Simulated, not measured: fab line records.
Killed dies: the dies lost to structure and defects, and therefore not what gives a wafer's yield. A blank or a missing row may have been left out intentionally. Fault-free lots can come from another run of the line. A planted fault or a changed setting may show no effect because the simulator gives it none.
Which tool did it? || flow gf180mcu || 14 lots, 42 wafers sampled, at 5 steps of a route of 602

## WHAT EACH GAUGE READ, for each wafer
GF_VT_IMPLANT_TW_MEAS_10. Usual: VT_IMPLANT_TW 564, standard deviation 4.8.
{"lot": "L848", "measured": "day 5 16:55", "on": "film metro-03", "VT_IMPLANT_TW": "561 562 565", "flag": ""}
{"lot": "L849", "measured": "day 6 05:47", "on": "film metro-02", "VT_IMPLANT_TW": "558 556 561", "flag": ""}
{"lot": "L850", "measured": "day 6 17:50", "on": "film metro-02", "VT_IMPLANT_TW": "559 557 557", "flag": ""}
{"lot": "L852", "measured": "day 6 22:56", "on": "film metro-03", "VT_IMPLANT_TW": "557 558 558", "flag": ""}
{"lot": "L853", "measured": "day 7 02:41", "on": "film metro-02", "VT_IMPLANT_TW": "561 564 563", "flag": ""}
{"lot": "L854", "measured": "day 7 13:29", "on": "film metro-03", "VT_IMPLANT_TW": "564 563 564", "flag": ""}
{"lot": "L856", "measured": "day 7 22:02", "on": "film metro-03", "VT_IMPLANT_TW": "563 563 560", "flag": ""}
{"lot": "L859", "measured": "day 8 12:08", "on": "film metro-04", "VT_IMPLANT_TW": "575 573 572", "flag": ""}
{"lot": "L860", "measured": "day 8 22:23", "on": "film metro-04", "VT_IMPLANT_TW": "571 569 570", "flag": ""}
{"lot": "L864", "measured": "day 9 21:39", "on": "film metro-03", "VT_IMPLANT_TW": "558 559 555", "flag": ""}
{"lot": "L867", "measured": "day 10 16:39", "on": "film metro-04", "VT_IMPLANT_TW": "588 592 588", "flag": "OFF"}
{"lot": "L869", "measured": "day 11 04:52", "on": "film metro-02", "VT_IMPLANT_TW": "582 583 586", "flag": "OFF"}
{"lot": "L870", "measured": "day 11 13:10", "on": "film metro-02", "VT_IMPLANT_TW": "585 582 582", "flag": "OFF"}
{"lot": "L871", "measured": "day 11 20:24", "on": "film metro-02", "VT_IMPLANT_TW": "566 563 563", "flag": ""}

GF_VT_IMPLANT_OVL_MEAS_18. Usual: VT_IMPLANT_01_OVL -1.1 nm, standard deviation 1.3.
{"lot": "L848", "measured": "day 6 08:03", "on": "overlay-02", "VT_IMPLANT_01_OVL (nm)": "-0.1 -0.6 2.0", "flag": ""}
{"lot": "L849", "measured": "day 6 21:04", "on": "overlay-01", "VT_IMPLANT_01_OVL (nm)": "0.5 1.9 0.6", "flag": ""}
{"lot": "L850", "measured": "day 7 08:46", "on": "overlay-02", "VT_IMPLANT_01_OVL (nm)": "-0.1 -0.6 -1.9", "flag": ""}
{"lot": "L852", "measured": "day 7 14:07", "on": "overlay-02", "VT_IMPLANT_01_OVL (nm)": "-3.0 0.4 -1.6", "flag": ""}
{"lot": "L853", "measured": "day 7 18:25", "on": "overlay-02", "VT_IMPLANT_01_OVL (nm)": "-2.1 -4.6 -1.8", "flag": ""}
{"lot": "L854", "measured": "day 8 06:14", "on": "overlay-01", "VT_IMPLANT_01_OVL (nm)": "-1.3 -1.4 -0.5", "flag": ""}
{"lot": "L856", "measured": "day 8 15:13", "on": "overlay-02", "VT_IMPLANT_01_OVL (nm)": "0.2 -2.5 -2.1", "flag": ""}
{"lot": "L859", "measured": "day 9 05:10", "on": "overlay-02", "VT_IMPLANT_01_OVL (nm)": "-3.1 -1.8 -1.7", "flag": ""}
{"lot": "L860", "measured": "day 9 15:07", "on": "overlay-01", "VT_IMPLANT_01_OVL (nm)": "0.9 -0.9 -1.3", "flag": ""}
{"lot": "L864", "measured": "day 10 16:25", "on": "overlay-01", "VT_IMPLANT_01_OVL (nm)": "-2.5 -1.3 -1.5", "flag": ""}
{"lot": "L867", "measured": "day 11 10:58", "on": "overlay-01", "VT_IMPLANT_01_OVL (nm)": "-1.9 -0.4 -0.1", "flag": ""}
{"lot": "L869", "measured": "day 11 23:57", "on": "overlay-01", "VT_IMPLANT_01_OVL (nm)": "0.8 0.2 -0.9", "flag": ""}
{"lot": "L870", "measured": "day 12 08:57", "on": "overlay-02", "VT_IMPLANT_01_OVL (nm)": "-1.0 -0.9 -1.6", "flag": ""}
{"lot": "L871", "measured": "day 12 16:04", "on": "overlay-01", "VT_IMPLANT_01_OVL (nm)": "-1.3 -2.6 -0.4", "flag": ""}

GF_CONTACT_CD_MEAS_14: target cd 220 nm. Usual: cd nm 220.3 nm, standard deviation 1.6.
{"lot": "L848", "measured": "day 16 07:23", "on": "cd sem-02", "cd nm (nm)": "220.6 220.9 221.8", "flag": ""}
{"lot": "L849", "measured": "day 17 05:23", "on": "cd sem-01", "cd nm (nm)": "221.5 220.5 220.5", "flag": ""}
{"lot": "L850", "measured": "day 18 00:35", "on": "cd sem-01", "cd nm (nm)": "222.6 221.8 221.5", "flag": ""}
{"lot": "L852", "measured": "day 18 07:11", "on": "cd sem-01", "cd nm (nm)": "217.6 218.9 219.7", "flag": ""}
{"lot": "L853", "measured": "day 18 12:47", "on": "cd sem-02", "cd nm (nm)": "220.6 221.9 223.3", "flag": ""}
{"lot": "L854", "measured": "day 19 02:55", "on": "cd sem-01", "cd nm (nm)": "220.9 221.1 221.2", "flag": ""}
{"lot": "L856", "measured": "day 20 01:55", "on": "cd sem-02", "cd nm (nm)": "219.8 220.3 221.1", "flag": ""}
{"lot": "L859", "measured": "day 20 12:20", "on": "cd sem-02", "cd nm (nm)": "218.0 217.5 217.8", "flag": ""}
{"lot": "L860", "measured": "day 21 04:22", "on": "cd sem-02", "cd nm (nm)": "219.7 219.2 220.5", "flag": ""}
{"lot": "L864", "measured": "day 22 13:27", "on": "cd sem-01", "cd nm (nm)": "217.3 217.3 217.3", "flag": ""}
{"lot": "L867", "measured": "day 23 12:07", "on": "cd sem-01", "cd nm (nm)": "221.1 220.1 220.6", "flag": ""}
{"lot": "L869", "measured": "day 24 05:50", "on": "cd sem-01", "cd nm (nm)": "219.2 219.6 221.7", "flag": ""}
{"lot": "L870", "measured": "day 24 11:21", "on": "cd sem-01", "cd nm (nm)": "219.9 220.7 222.3", "flag": ""}
{"lot": "L871", "measured": "day 24 17:35", "on": "cd sem-02", "cd nm (nm)": "219.3 220.4 219.8", "flag": ""}

## WHAT TOOL EACH LOT RAN ON (gives the tool, then ch and the chambers of the sampled wafers, and finally the start)
{"lot": "L848", "GF_VT_IMPLANT_IMPLANT_08": "implanter-03 ch 0, day 5 16:40", "GF_CONTACT_CVD_02": "pecvd-01 ch 0,2, day 15 08:24"}
{"lot": "L849", "GF_VT_IMPLANT_IMPLANT_08": "implanter-03 ch 0, day 6 05:32", "GF_CONTACT_CVD_02": "pecvd-03 ch 0,1,2, day 16 05:20"}
{"lot": "L850", "GF_VT_IMPLANT_IMPLANT_08": "implanter-02 ch 0, day 6 17:35", "GF_CONTACT_CVD_02": "pecvd-03 ch 0,1,2, day 17 00:17"}
{"lot": "L852", "GF_VT_IMPLANT_IMPLANT_08": "implanter-04 ch 0, day 6 22:41", "GF_CONTACT_CVD_02": "pecvd-01 ch 0,1, day 17 06:49"}
{"lot": "L853", "GF_VT_IMPLANT_IMPLANT_08": "implanter-02 ch 0, day 7 02:26", "GF_CONTACT_CVD_02": "pecvd-02 ch 0,1,2, day 17 12:31"}
{"lot": "L854", "GF_VT_IMPLANT_IMPLANT_08": "implanter-02 ch 0, day 7 13:14", "GF_CONTACT_CVD_02": "pecvd-01 ch 0,1,2, day 18 02:37"}
{"lot": "L856", "GF_VT_IMPLANT_IMPLANT_08": "implanter-04 ch 0, day 7 21:47", "GF_CONTACT_CVD_02": "pecvd-02 ch 0,1, day 19 00:11"}
{"lot": "L859", "GF_VT_IMPLANT_IMPLANT_08": "implanter-04 ch 0, day 8 11:53", "GF_CONTACT_CVD_02": "pecvd-03 ch 0,2, day 19 11:08"}
{"lot": "L860", "GF_VT_IMPLANT_IMPLANT_08": "implanter-03 ch 0, day 8 22:08", "GF_CONTACT_CVD_02": "pecvd-03 ch 1,2, day 20 03:02"}
{"lot": "L864", "GF_VT_IMPLANT_IMPLANT_08": "implanter-03 ch 0, day 9 21:24", "GF_CONTACT_CVD_02": "pecvd-03 ch 0,1,2, day 21 13:09"}
{"lot": "L867", "GF_VT_IMPLANT_IMPLANT_08": "implanter-04 ch 0, day 10 16:25", "GF_CONTACT_CVD_02": "pecvd-02 ch 0,2, day 22 13:14"}
{"lot": "L869", "GF_VT_IMPLANT_IMPLANT_08": "implanter-04 ch 0, day 11 04:38", "GF_CONTACT_CVD_02": "pecvd-01 ch 0,1, day 23 06:32"}
{"lot": "L870", "GF_VT_IMPLANT_IMPLANT_08": "implanter-04 ch 0, day 11 12:56", "GF_CONTACT_CVD_02": "pecvd-01 ch 0,1,2, day 23 11:34"}
{"lot": "L871", "GF_VT_IMPLANT_IMPLANT_08": "implanter-02 ch 0, day 11 20:10", "GF_CONTACT_CVD_02": "pecvd-03 ch 2, day 23 18:35"}
- GF_VT_IMPLANT_IMPLANT_08
- GF_CONTACT_CVD_02: deposits SiO2 from TEOS, target thk 860 nm, time 95.992 s.

## AS READ BY THE TOOLS THEMSELVES (means over the sampled wafers that have a number; for cases with no such wafer, the mark the record gives instead)
GF_VT_IMPLANT_IMPLANT_08. Usual: beam energy keV 20.000, standard deviation 0.0062.
{"lot": "L848", "tool": "implanter-03", "beam energy keV": 20.003, "flag": ""}
{"lot": "L849", "tool": "implanter-03", "beam energy keV": 20.002, "flag": ""}
{"lot": "L850", "tool": "implanter-02", "beam energy keV": 19.992, "flag": ""}
{"lot": "L852", "tool": "implanter-04", "beam energy keV": 20.006, "flag": ""}
{"lot": "L853", "tool": "implanter-02", "beam energy keV": 20.004, "flag": ""}
{"lot": "L854", "tool": "implanter-02", "beam energy keV": 19.996, "flag": ""}
{"lot": "L856", "tool": "implanter-04", "beam energy keV": 20.011, "flag": ""}
{"lot": "L859", "tool": "implanter-04", "beam energy keV": 20.000, "flag": ""}
{"lot": "L860", "tool": "implanter-03", "beam energy keV": 19.996, "flag": ""}
{"lot": "L864", "tool": "implanter-03", "beam energy keV": 19.998, "flag": ""}
{"lot": "L867", "tool": "implanter-04", "beam energy keV": 22.647, "flag": "OFF"}
{"lot": "L869", "tool": "implanter-04", "beam energy keV": 22.650, "flag": "OFF"}
{"lot": "L870", "tool": "implanter-04", "beam energy keV": 22.651, "flag": "OFF"}
{"lot": "L871", "tool": "implanter-02", "beam energy keV": 20.001, "flag": ""}

GF_CONTACT_CVD_02. Usual: heater power w 655 W, standard deviation 100.
{"lot": "L848", "tool": "pecvd-01", "heater power w (W)": 527, "flag": ""}
{"lot": "L849", "tool": "pecvd-03", "heater power w (W)": 790, "flag": ""}
{"lot": "L850", "tool": "pecvd-03", "heater power w (W)": 731, "flag": ""}
{"lot": "L852", "tool": "pecvd-01", "heater power w (W)": 640, "flag": ""}
{"lot": "L853", "tool": "pecvd-02", "heater power w (W)": 657, "flag": ""}
{"lot": "L854", "tool": "pecvd-01", "heater power w (W)": 603, "flag": ""}
{"lot": "L856", "tool": "pecvd-02", "heater power w (W)": 634, "flag": ""}
{"lot": "L859", "tool": "pecvd-03", "heater power w (W)": 741, "flag": ""}
{"lot": "L860", "tool": "pecvd-03", "heater power w (W)": 741, "flag": ""}
{"lot": "L864", "tool": "pecvd-03", "heater power w (W)": 765, "flag": ""}
{"lot": "L867", "tool": "pecvd-02", "heater power w (W)": 606, "flag": ""}
{"lot": "L869", "tool": "pecvd-01", "heater power w (W)": 621, "flag": ""}
{"lot": "L870", "tool": "pecvd-01", "heater power w (W)": 531, "flag": ""}
{"lot": "L871", "tool": "pecvd-03", "heater power w (W)": 750, "flag": ""}

## THE ANSWER, worked out from the rows above alone
Rule: a lot counts as off when the mean over its wafers that have a number is more than 3 standard deviations away from the usual mean. Also off: a lot with no number at a reading for which 4 or more lots have one. Where the step has rows for the other lots, those lots are counted as sound. After the gauges, taken in route order, come the tools' own readings; for these a lot's mean is taken, as printed above. The first step at which some lot is off is used, and at that step the reading that is off furthest; a lot without a number counts as furthest.
Off: L867, L869, L870, seen at GF_VT_IMPLANT_TW_MEAS_10 (VT_IMPLANT_TW).
A tool fits if, at a process step before that reading, it ran every lot that is off, and no sound lot after the first of them. The gauges at GF_VT_IMPLANT_TW_MEAS_10 aren't tried: what is off there is off at GF_VT_IMPLANT_IMPLANT_08 too, on other tools, and a gauge's error can't cause that. One fits: GF_VT_IMPLANT_IMPLANT_08 on implanter-04. A fault onset in the window from L859 (day 8 11:53, its last sound lot) to L867 (day 10 16:25, its first lot off) fits.
On the lots that are off, the tool's own readings at GF_VT_IMPLANT_IMPLANT_08 differ by more than 5 times the standard deviation of the sound lots' means, which bears it out; beam energy keV reads 22.649 there versus 20.001 on the sound lots.

## WHAT THE SIMULATOR PUT IN
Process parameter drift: implanter-04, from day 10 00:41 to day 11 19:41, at GF_VT_IMPLANT_IMPLANT_08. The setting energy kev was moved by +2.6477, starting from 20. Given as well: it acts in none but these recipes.
Lots struck among those shown: L867, L869, L870. The rule given above showed the same thing.
